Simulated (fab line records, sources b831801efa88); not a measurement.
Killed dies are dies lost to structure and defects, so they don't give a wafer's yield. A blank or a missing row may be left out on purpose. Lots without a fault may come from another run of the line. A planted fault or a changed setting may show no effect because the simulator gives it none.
Which tool did it? | flow gf180mcu | 13 lots, 39 wafers sampled, at 5 steps of a route of 602

WHAT THE GAUGES READ, wafer by wafer
GF_MVSD_TW_MEAS_11.
lot  | measured    | on            | MVSD_TW
L305 | day 4 12:01 | film_metro-01 | 1575 1574 1571
L307 | day 5 00:45 | film_metro-02 | 1562 1562 1571
L308 | day 5 04:02 | film_metro-04 | 1547 1541 1554
L309 | day 5 09:04 | film_metro-02 | 1573 1562 1566
L310 | day 5 18:01 | film_metro-01 | 1572 1586 1570
L311 | day 5 20:07 | film_metro-04 | 1532 1535 1534
L312 | day 6 03:07 | film_metro-02 | 1559 1553 1548
L316 | day 7 02:24 | film_metro-01 | 1580 1565 1576
L318 | day 7 15:49 | film_metro-04 | 1557 1549 1554
L321 | day 8 09:22 | film_metro-02 | 1572 1559 1571
L325 | day 9 06:37 | film_metro-04 | 1552 1556 1550
L326 | day 9 14:10 | film_metro-02 | 1573 1577 1572
L327 | day 9 18:13 | film_metro-01 | 1584 1582 1585

GF_MVPSD_TW_MEAS_11.
lot  | measured     | on            | MVPSD_TW
L305 | day 5 01:55  | film_metro-04 | 539 541 541
L307 | day 5 14:59  | film_metro-04 | 542 541 541
L308 | day 5 18:58  | film_metro-01 | 550 553 551
L309 | day 5 23:10  | film_metro-04 | 539 539 539
L310 | day 6 08:55  | film_metro-04 | 543 544 542
L311 | day 6 11:34  | film_metro-01 | 554 553 552
L312 | day 6 18:22  | film_metro-04 | 546 543 543
L316 | day 7 19:07  | film_metro-04 | 544 543 545
L318 | day 8 08:58  | film_metro-01 | 550 551 554
L321 | day 9 02:47  | film_metro-01 | 551 555 551
L325 | day 10 00:12 | film_metro-02 | 546 546 548
L326 | day 10 08:29 | film_metro-02 | 551 549 549
L327 | day 10 11:47 | film_metro-04 | 539 538 541

GF_VT_IMPLANT_TW_MEAS_10.
lot  | measured     | on            | VT_IMPLANT_TW
L305 | day 5 16:45  | film_metro-03 | 566 566 565
L307 | day 6 05:28  | film_metro-03 | 564 566 562
L308 | day 6 09:41  | film_metro-03 | 562 563 565
L309 | day 6 14:23  | film_metro-03 | 565 563 565
L310 | day 7 00:18  | film_metro-03 | 563 561 563
L311 | day 7 02:59  | film_metro-04 | 551 554 554
L312 | day 7 09:46  | film_metro-04 | 557 552 554
L316 | day 8 11:42  | film_metro-03 | 565 564 565
L318 | day 9 02:05  | film_metro-03 | 587 588 590
L321 | day 9 20:43  | film_metro-01 | 588 587 585
L325 | day 10 18:01 | film_metro-01 | 560 561 558
L326 | day 11 02:38 | film_metro-04 | 552 551 547
L327 | day 11 05:49 | film_metro-03 | 563 565 561

WHICH TOOL RAN EACH LOT (tool, then ch and the chambers of the sampled wafers, then the start)
lot  | GF_MVPSD_STRIP_10                    | GF_VT_IMPLANT_IMPLANT_08
L305 | plasma_asher-03 ch 1, day 5 01:49    | implanter-04 ch 0, day 5 16:31
L307 | plasma_asher-04 ch 0,1, day 5 14:53  | implanter-04 ch 0, day 6 05:13
L308 | plasma_asher-04 ch 0,1, day 5 18:52  | implanter-02 ch 0, day 6 09:28
L309 | plasma_asher-03 ch 0,1, day 5 23:04  | implanter-04 ch 0, day 6 14:09
L310 | plasma_asher-01 ch 0,1, day 6 08:49  | implanter-02 ch 0, day 7 00:04
L311 | plasma_asher-04 ch 0,1, day 6 11:28  | implanter-04 ch 0, day 7 02:46
L312 | plasma_asher-03 ch 0,1, day 6 18:16  | implanter-02 ch 0, day 7 09:32
L316 | plasma_asher-04 ch 1, day 7 19:01    | implanter-03 ch 0, day 8 11:27
L318 | plasma_asher-04 ch 0,1, day 8 08:52  | implanter-02 ch 0, day 9 01:50
L321 | plasma_asher-04 ch 0,1, day 9 02:42  | implanter-02 ch 0, day 9 20:29
L325 | plasma_asher-04 ch 0,1, day 10 00:05 | implanter-03 ch 0, day 10 17:47
L326 | plasma_asher-03 ch 0,1, day 10 08:22 | implanter-04 ch 0, day 11 02:24
L327 | plasma_asher-01 ch 0,1, day 10 11:41 | implanter-04 ch 0, day 11 05:34
- GF_MVPSD_STRIP_10: strips in O2/N2.
- GF_VT_IMPLANT_IMPLANT_08

WHAT THE TOOLS THEMSELVES READ (means of the sampled wafers that have a number; where no wafer has one, the mark that the record gives instead)
GF_MVPSD_STRIP_10.
lot  | tool            | drypump_motor_current_A (A) | heater_power_w (W) | oes_product_au (a.u.) | strip_time_to_endpoint_s (s)
L305 | plasma_asher-03 | 4.7                         | 303                | 0.720                 | 36.81
L307 | plasma_asher-04 | 5.8                         | 415                | 0.721                 | 37.05
L308 | plasma_asher-04 | 5.7                         | 415                | 0.717                 | 36.87
L309 | plasma_asher-03 | 5.1                         | 324                | 0.726                 | 36.92
L310 | plasma_asher-01 | 5.8                         | 353                | 0.721                 | 36.96
L311 | plasma_asher-04 | 5.3                         | 394                | 0.721                 | 36.96
L312 | plasma_asher-03 | 5.1                         | 315                | 0.718                 | 36.84
L316 | plasma_asher-04 | 6.2                         | 422                | 0.722                 | 36.85
L318 | plasma_asher-04 | 5.3                         | 399                | 0.721                 | 36.78
L321 | plasma_asher-04 | 5.7                         | 414                | 0.722                 | 36.76
L325 | plasma_asher-04 | 5.8                         | 414                | 0.725                 | 36.85
L326 | plasma_asher-03 | 5.1                         | 318                | 0.721                 | 36.98
L327 | plasma_asher-01 | 6.0                         | 369                | 0.724                 | 36.96

GF_VT_IMPLANT_IMPLANT_08.
lot  | tool         | beam_energy_keV | beam_on_s (s) | faraday_current_uA
L305 | implanter-04 | 20.002          | 9.79          | 47.7
L307 | implanter-04 | 19.998          | 10.14         | 46.1
L308 | implanter-02 | 19.994          | 10.09         | 46.3
L309 | implanter-04 | 20.003          | 9.80          | 47.8
L310 | implanter-02 | 20.001          | 10.01         | 46.7
L311 | implanter-04 | 20.002          | 10.09         | 46.4
L312 | implanter-02 | 19.987          | 9.95          | 47.1
L316 | implanter-03 | 19.991          | 9.92          | 47.2
L318 | implanter-02 | 20.006          | 11.21         | 41.6
L321 | implanter-02 | 19.999          | 11.22         | 41.8
L325 | implanter-03 | 19.999          | 10.04         | 46.6
L326 | implanter-04 | 20.002          | 10.12         | 46.0
L327 | implanter-04 | 19.998          | 9.83          | 47.5

THE ANSWER, worked out from the rows above alone
Rule: what is usual is taken from the lots themselves. Put in order of their means at a reading, lots are off if they are a third of the lots or fewer, leave a main group of 4 or more, and stand apart from it by a gap of 3 or more times the standard deviation of the main group's means; of several such gaps the widest counts. A main group whose means are all the same, to the digits that the tables above print for the reading, isn't used. A lot without any number at a reading at which 4 lots or more have one is off too. The other lots that the step has rows for count as sound. The gauges are gone through in route order, then the tools' own readings, and for those a lot's mean is taken as printed above. The first step at which some lot is off is used, and at that step the reading that is off furthest; a lot without a number counts as furthest.
Off: L318, L321, at GF_VT_IMPLANT_TW_MEAS_10 (VT_IMPLANT_TW). The main group: mean 560, standard deviation 5.2.
A tool fits if, at a process step before that reading, it ran every lot that is off, and no sound lot after the first of them. The gauges at GF_VT_IMPLANT_TW_MEAS_10 aren't tried: what is off there is off at GF_VT_IMPLANT_IMPLANT_08 too, on other tools, and a gauge's error can't cause that. One fits: implanter-02 at GF_VT_IMPLANT_IMPLANT_08. Its last sound lot is L312 (day 7 09:32), its first lot that is off L318 (day 9 01:50): a fault that began between those two fits.
The tool's own readings at GF_VT_IMPLANT_IMPLANT_08 bear it out: on the lots that are off they differ by more than 5 times the standard deviation of the sound lots' means. beam_on_s reads 11.21 s there against 9.98 s on the sound lots; faraday_current_uA reads 41.7 there against 46.9 on the sound lots.

WHAT THE SIMULATOR HAD PUT IN
Process parameter drift: implanter-02, from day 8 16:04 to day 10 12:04, at GF_VT_IMPLANT_IMPLANT_08. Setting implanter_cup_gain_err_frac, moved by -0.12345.
Lots struck among those shown: L318, L321. The rule above found the same.
